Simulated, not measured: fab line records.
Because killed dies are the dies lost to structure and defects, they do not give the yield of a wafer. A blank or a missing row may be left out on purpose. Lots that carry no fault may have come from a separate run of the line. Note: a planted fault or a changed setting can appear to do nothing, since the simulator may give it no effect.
Comparing a struck lot with a sound one	flow gf180mcu	43 out of 602 route steps
Sound: wafers L111.2, L111.3, L111.4. Struck: wafers L114.1, L114.4 (left out: L114.3, a lot-mate that was not struck); the cause follows at the end.
Each step with rows lists, per side, the tool, then ch with its chambers, then its first start. Under that, the readings that differ: sound wafers	struck wafers	difference of the means	sigmas: that difference in standard deviations of wafers without a fault.
alike: readings with means less than 2 such deviations apart, plus words and numbers identical on both sides. not compared: withheld readings, readings lacking a value on some wafer, bounds such as >300 that could conceal the same value, and numbers that have no deviation in the record and whose values overlap.
Wherever a step has rows on one side only, a row that says differs or no value, or a row with sigmas, the two part there. When numbers do not overlap yet have no deviation, they are printed without sigmas and do not part them. Lack of a reading on every wafer of one side parts them only where that side has two or more wafers.

first, 8 steps without rows for these wafers: GF_POLY_GATE_DEHYDRATE_02 (time 60 s); GF_POLY_GATE_HMDS_03 (prime time 60 s); GF_POLY_GATE_COAT_04; GF_POLY_GATE_COAT_05 (resist thk 700 nm); GF_POLY_GATE_SOFTBAKE_06 (time 60 s); GF_POLY_GATE_EXPOSE_07 (exposes mask Poly2, target cd 280 nm); GF_POLY_GATE_PEB_08 (peb time 90 s); GF_POLY_GATE_DEVELOP_09 (develop time 60 s).
GF_POLY_GATE_CD_MEAS_10: target cd 280 nm.
  sound on cd sem-02, day 11 19:40; struck on cd sem-02, day 12 14:32
  alike: cd nm
GF_POLY_GATE_OVL_MEAS_11:
  sound on overlay-02, day 11 19:47; struck on overlay-01, day 12 14:39
  alike: POLY_GATE_OVL
GF_POLY_GATE_ETCH_12: etches BARC in N2/H2.
  sound on rie diel-02 ch 0,1,2, day 11 19:49; struck on rie diel-03 ch 1,2, day 12 14:41
  alike: drypump motor current A, oes product au, rf fwd power W, throttle valve pct
GF_POLY_GATE_ETCH_13: etches poly-Si in HBr/Cl2, stops on SiO2, target depth 198.5 nm, time 69.6 s.
  sound on rie si-02 ch 0,1,2, day 11 19:52; struck on rie si-01 ch 1,3, day 12 14:44
  alike: drypump motor current A, oes product au, rf fwd power W, throttle valve pct
  not compared: rf hours counter h
GF_POLY_GATE_STRIP_14: strips in O2/N2.
  sound on plasma asher-03 ch 0,1, day 11 19:55; struck on plasma asher-01 ch 1, day 12 14:47
  alike: drypump motor current A, heater power w, oes product au
  not compared: rf hours counter h
then, 2 steps without rows for these wafers: GF_POLY_GATE_CLEAN_15 (cleans in SC1/SC2, time 150 s); GF_POLY_GATE_OXIDATION_16 (stabilise 600 s, purge 300 s, target thk 4 nm).
GF_POLY_GATE_THK_MEAS_17:
  sound on film metro-01, day 11 21:20; struck on film metro-01, day 12 18:58
  alike: POLY_GATE_OXIDATION_THK
GF_POLY_GATE_CD_MEAS_18:
  sound on cd sem-02, day 11 21:24; struck on cd sem-02, day 12 19:02
  alike: cd nm
then, 7 steps without rows for these wafers: GF_HV_LDD_DEHYDRATE_00 (time 60 s); GF_HV_LDD_HMDS_01 (prime time 60 s); GF_HV_LDD_COAT_02 (resist thk 1000 nm); GF_HV_LDD_SOFTBAKE_03 (time 60 s); GF_HV_LDD_EXPOSE_04 (exposes mask Nplus LV AREA, target cd 400 nm); GF_HV_LDD_PEB_05; GF_HV_LDD_DEVELOP_06 (develop time 60 s).
GF_HV_LDD_CD_MEAS_07: target cd 400 nm.
  sound on cd sem-02, day 12 16:53; struck on cd sem-02, day 13 14:37
  alike: cd nm
GF_HV_LDD_OVL_MEAS_08:
  sound on overlay-02, day 12 16:59; struck on overlay-01, day 13 14:44
  alike: HV_LDD_OVL
after that, 1 step had no rows for these wafers: GF_HV_LDD_IMPLANT_09.
GF_HV_LDD_STRIP_10: strips in O2/N2.
  sound on plasma asher-01 ch 0,1, day 12 17:10; struck on plasma asher-02 ch 1, day 13 14:56
reading	sound	struck	difference	sigmas
drypump motor current A (A)	6.08 6.09 6.12	5.32 5.29	-0.79	-3
  alike: heater power w, oes product au, strip time to endpoint s
  not compared: rf hours counter h
GF_HV_LDD_TW_MEAS_11:
  sound on film metro-01, day 12 17:17; struck on film metro-04, day 13 15:02
  alike: HV_LDD_TW
then, 7 steps without rows for these wafers: GF_HV_LDD_DEHYDRATE_12 (time 60 s); GF_HV_LDD_HMDS_13 (prime time 60 s); GF_HV_LDD_COAT_14 (resist thk 1000 nm); GF_HV_LDD_SOFTBAKE_15 (time 60 s); GF_HV_LDD_EXPOSE_16 (exposes mask Pplus LV AREA, target cd 400 nm); GF_HV_LDD_PEB_17; GF_HV_LDD_DEVELOP_18 (develop time 60 s).
GF_HV_LDD_CD_MEAS_19: target cd 400 nm.
  sound on cd sem-02, day 13 11:40; struck on cd sem-02, day 14 10:56
  alike: cd nm
GF_HV_LDD_OVL_MEAS_20:
  sound on overlay-01, day 13 11:46; struck on overlay-02, day 14 11:03
  alike: HV_LDD_01_OVL
after that, 1 step had no rows for these wafers: GF_HV_LDD_IMPLANT_21.
GF_HV_LDD_STRIP_22: strips in O2/N2.
  sound on plasma asher-02 ch 0,1, day 13 11:57; struck on plasma asher-01 ch 1, day 14 11:14
  alike: drypump motor current A, heater power w, oes product au, strip time to endpoint s
  not compared: rf hours counter h
GF_HV_LDD_TW_MEAS_23:
  sound on film metro-04, day 13 12:04; struck on film metro-04, day 14 11:20
  alike: HV_LDD_2_TW
then, 1 step without rows for these wafers: GF_HV_LDD_DEHYDRATE_24 (time 60 s).
-- the record jumps here: 18 days lie between the struck wafers' starts before and after (it left off in module HV_LDD and takes up again in module PASSIVATION, whose first step shown is number 602 of the route) --
GF_PASSIVATION_PROBE_99:
  rows exist in the record for the struck wafers here (prober-02, day 32 10:47), but not for the sound ones

## WHERE THEY PART
At GF_HV_LDD_STRIP_10 first; at GF_PASSIVATION_PROBE_99 last (within this record only).

WHY: the cause the simulator had injected
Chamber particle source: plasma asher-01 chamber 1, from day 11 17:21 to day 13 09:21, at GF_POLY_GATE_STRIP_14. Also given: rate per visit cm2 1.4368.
